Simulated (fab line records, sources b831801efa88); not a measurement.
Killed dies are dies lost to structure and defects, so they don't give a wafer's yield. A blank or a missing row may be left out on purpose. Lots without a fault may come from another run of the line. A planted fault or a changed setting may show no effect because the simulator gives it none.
Which tool did it? | flow gf180mcu | 14 lots, 42 wafers sampled, at 4 steps of a route of 602

WHAT THE GAUGES READ, wafer by wafer
GF_PASSIVATION_THK_MEAS_01. Usual: PASSIVATION_CVD_00_THK 999 nm, standard deviation 14.
lot  | measured     | on            | PASSIVATION_CVD_00_THK (nm) | flag
L405 | day 28 06:31 | film_metro-03 | 993 1006 1017               |
L406 | day 28 18:19 | film_metro-03 | 1000 989 1003               |
L408 | day 29 04:39 | film_metro-02 | 992 1003 1012               |
L407 | day 29 07:40 | film_metro-02 | 1011 1012 1038              |
L409 | day 29 12:30 | film_metro-04 | 994 1006 1011               |
L410 | day 29 23:05 | film_metro-02 | 974 1007 1010               |
L412 | day 30 12:16 | film_metro-02 | 987 981 1019                |
L413 | day 30 18:38 | film_metro-02 | 979 993 1003                |
L414 | day 31 02:11 | film_metro-02 | 992 1006 998                |
L417 | day 31 18:53 | film_metro-04 | 1019 1003 1035              |
L421 | day 32 17:27 | film_metro-02 | 986 999 987                 |
L423 | day 33 08:04 | film_metro-04 | 988 970 990                 |
L426 | day 34 10:08 | film_metro-04 | 997 981 1010                |
L428 | day 34 12:52 | film_metro-04 | 1010 1007 970               |

GF_PASSIVATION_THK_MEAS_03. Usual: PASSIVATION_CVD_02_THK 703 nm, standard deviation 9.2.
lot  | measured     | on            | PASSIVATION_CVD_02_THK (nm) | flag
L405 | day 28 06:52 | film_metro-04 | 707 707 699                 |
L406 | day 28 18:39 | film_metro-04 | 696 706 711                 |
L408 | day 29 05:00 | film_metro-02 | 684 698 717                 |
L407 | day 29 08:01 | film_metro-03 | 695 699 716                 |
L409 | day 29 12:51 | film_metro-02 | 702 712 706                 |
L410 | day 29 23:26 | film_metro-03 | 682 712 690                 |
L412 | day 30 12:37 | film_metro-02 | 703 706 708                 |
L413 | day 30 18:59 | film_metro-02 | 701 713 696                 |
L414 | day 31 02:33 | film_metro-04 | 701 695 716                 |
L417 | day 31 19:14 | film_metro-03 | 691 697 704                 |
L421 | day 32 17:48 | film_metro-03 | 709 713 723                 |
L423 | day 33 08:25 | film_metro-04 | 697 686 687                 |
L426 | day 34 10:29 | film_metro-04 | 709 715 711                 |
L428 | day 34 13:13 | film_metro-04 | 693 695 703                 |

WHICH TOOL RAN EACH LOT (tool, then ch and the chambers of the sampled wafers, then the start)
lot  | GF_CONTACT_SPUTTER_23        | GF_TOP_METAL_SPUTTER_03
L405 | pvd_sputter-01, day 16 03:05 | pvd_sputter-02, day 27 09:05
L406 | pvd_sputter-01, day 16 20:14 | pvd_sputter-03, day 27 21:28
L408 | pvd_sputter-03, day 17 04:29 | pvd_sputter-03, day 28 07:58
L407 | pvd_sputter-04, day 17 06:44 | pvd_sputter-02, day 28 10:26
L409 | pvd_sputter-03, day 17 11:51 | pvd_sputter-03, day 28 15:41
L410 | pvd_sputter-03, day 18 03:36 | pvd_sputter-01, day 29 02:46
L412 | pvd_sputter-04, day 18 23:02 | pvd_sputter-01, day 29 16:19
L413 | pvd_sputter-03, day 19 05:51 | pvd_sputter-02, day 29 23:34
L414 | pvd_sputter-04, day 19 14:10 | pvd_sputter-01, day 30 07:00
L417 | pvd_sputter-04, day 20 12:38 | pvd_sputter-01, day 31 00:34
L421 | pvd_sputter-03, day 21 20:29 | pvd_sputter-03, day 31 23:46
L423 | pvd_sputter-03, day 22 16:50 | pvd_sputter-02, day 32 14:49
L426 | pvd_sputter-04, day 24 07:50 | pvd_sputter-03, day 33 18:09
L428 | pvd_sputter-04, day 24 13:20 | pvd_sputter-03, day 33 20:49
- GF_CONTACT_SPUTTER_23: material TiN, target thk 10 nm, time 40 s.
- GF_TOP_METAL_SPUTTER_03: material Ti, target thk 5 nm, time 3.3 s.

WHAT THE TOOLS THEMSELVES READ (means of the sampled wafers that have a number; where no wafer has one, the mark that the record gives instead)
GF_CONTACT_SPUTTER_23. Usual: throttle_valve_pct 30.6 %, standard deviation 0.85.
lot  | tool           | throttle_valve_pct (%) | flag
L405 | pvd_sputter-01 | 30.0                   |
L406 | pvd_sputter-01 | 30.2                   |
L408 | pvd_sputter-03 | 30.4                   |
L407 | pvd_sputter-04 | 30.5                   |
L409 | pvd_sputter-03 | 31.6                   |
L410 | pvd_sputter-03 | 30.8                   |
L412 | pvd_sputter-04 | 31.1                   |
L413 | pvd_sputter-03 | 30.6                   |
L414 | pvd_sputter-04 | 31.5                   |
L417 | pvd_sputter-04 | 31.0                   |
L421 | pvd_sputter-03 | 30.7                   |
L423 | pvd_sputter-03 | 30.3                   |
L426 | pvd_sputter-04 | 30.6                   |
L428 | pvd_sputter-04 | 31.2                   |

GF_TOP_METAL_SPUTTER_03. Usual: throttle_valve_pct 30.3 %, standard deviation 1.
lot  | tool           | throttle_valve_pct (%) | flag
L405 | pvd_sputter-02 | 29.9                   |
L406 | pvd_sputter-03 | 30.3                   |
L408 | pvd_sputter-03 | 30.5                   |
L407 | pvd_sputter-02 | 30.8                   |
L409 | pvd_sputter-03 | 30.3                   |
L410 | pvd_sputter-01 | 29.9                   |
L412 | pvd_sputter-01 | 30.1                   |
L413 | pvd_sputter-02 | 29.6                   |
L414 | pvd_sputter-01 | 30.1                   |
L417 | pvd_sputter-01 | 30.0                   |
L421 | pvd_sputter-03 | 31.5                   |
L423 | pvd_sputter-02 | 29.7                   |
L426 | pvd_sputter-03 | 30.9                   |
L428 | pvd_sputter-03 | 30.4                   |

THE ANSWER, worked out from the rows above alone
Rule: a lot is off if the mean of its wafers that have a number lies more than 3 standard deviations from the usual mean. A lot without any number at a reading at which 4 lots or more have one is off too. The other lots that the step has rows for count as sound. The gauges are gone through in route order, then the tools' own readings, and for those a lot's mean is taken as printed above. The first step at which some lot is off is used, and at that step the reading that is off furthest; a lot without a number counts as furthest.
No lot is off at any reading shown: from this, nothing can be told.

WHAT THE SIMULATOR HAD PUT IN
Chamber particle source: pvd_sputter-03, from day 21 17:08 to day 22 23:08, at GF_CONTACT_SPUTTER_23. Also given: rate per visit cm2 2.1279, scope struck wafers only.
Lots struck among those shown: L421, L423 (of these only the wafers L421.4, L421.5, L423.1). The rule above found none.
